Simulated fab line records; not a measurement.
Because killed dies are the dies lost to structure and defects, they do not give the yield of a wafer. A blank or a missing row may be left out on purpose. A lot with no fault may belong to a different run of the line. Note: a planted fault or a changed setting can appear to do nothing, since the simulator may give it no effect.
Matching of chambers / flow sfq_line / 4 sister chambers for SFQ_TRILAYER_I3_CMP_CMP_082 on cmp-01
The step polishes SiO2. 8 wafers are shown with their chamber, then 7 later ones without.

## WAFERS PAIRED WITH THEIR CHAMBERS
wafer=L158.4; chamber=2; motor_current_A (A)=10.8; time_to_endpoint_s (s)=202
wafer=L158.6; chamber=3; motor_current_A (A)=10.8; time_to_endpoint_s (s)=203
wafer=L167.1; chamber=2; motor_current_A (A)=11.2; time_to_endpoint_s (s)=210
wafer=L171.4; chamber=0; motor_current_A (A)=8.8; time_to_endpoint_s (s)=211
wafer=L171.1; chamber=3; motor_current_A (A)=10.9; time_to_endpoint_s (s)=202
wafer=L171.5; chamber=1; motor_current_A (A)=11.0; time_to_endpoint_s (s)=223
wafer=L172.4; chamber=1; motor_current_A (A)=10.4; time_to_endpoint_s (s)=218
wafer=L172.2; chamber=0; motor_current_A (A)=9.3; time_to_endpoint_s (s)=216

## WAFERS MISSING THEIR CHAMBER
wafer=L172.6; motor_current_A (A)=10.6; time_to_endpoint_s (s)=209
wafer=L173.1; motor_current_A (A)=9.2; time_to_endpoint_s (s)=213
wafer=L173.2; motor_current_A (A)=10.7; time_to_endpoint_s (s)=200
wafer=L173.5; motor_current_A (A)=9.0; time_to_endpoint_s (s)=222
wafer=L177.2; motor_current_A (A)=10.2; time_to_endpoint_s (s)=216
wafer=L177.4; motor_current_A (A)=11.1; time_to_endpoint_s (s)=213
wafer=L177.5; motor_current_A (A)=10.5; time_to_endpoint_s (s)=217

## EACH ONE'S CHAMBER
wafer=L172.6; from the rows above=can't be placed: 2 or 3 or 1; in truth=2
wafer=L173.1; from the rows above=0; in truth=0
wafer=L173.2; from the rows above=can't be placed: 3 or 2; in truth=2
wafer=L173.5; from the rows above=0; in truth=0
wafer=L177.2; from the rows above=can't be placed: 1 or 2 or 0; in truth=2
wafer=L177.4; from the rows above=can't be placed: 2 or 1 or 3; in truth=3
wafer=L177.5; from the rows above=1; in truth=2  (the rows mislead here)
2 of 7 placed correctly. Cannot be placed on the basis of these rows: 4; the candidates contain the true chamber in 4. Wrongly placed: 1.
How it was worked out, from the rows above alone: a wafer's distance from a chamber is the root of the sum, over the readings, of the square of ((its reading less the chamber's mean) divided by the reading's scatter). The wafer belongs to the nearest chamber; if the next one is less than 2 further off, it can't be placed. A chamber's mean is the mean of its shown wafers. How the scatter is found: for the shown wafers, subtract from each reading the mean of its chamber, square and add these, divide the total by (wafers less chambers), then take the root.
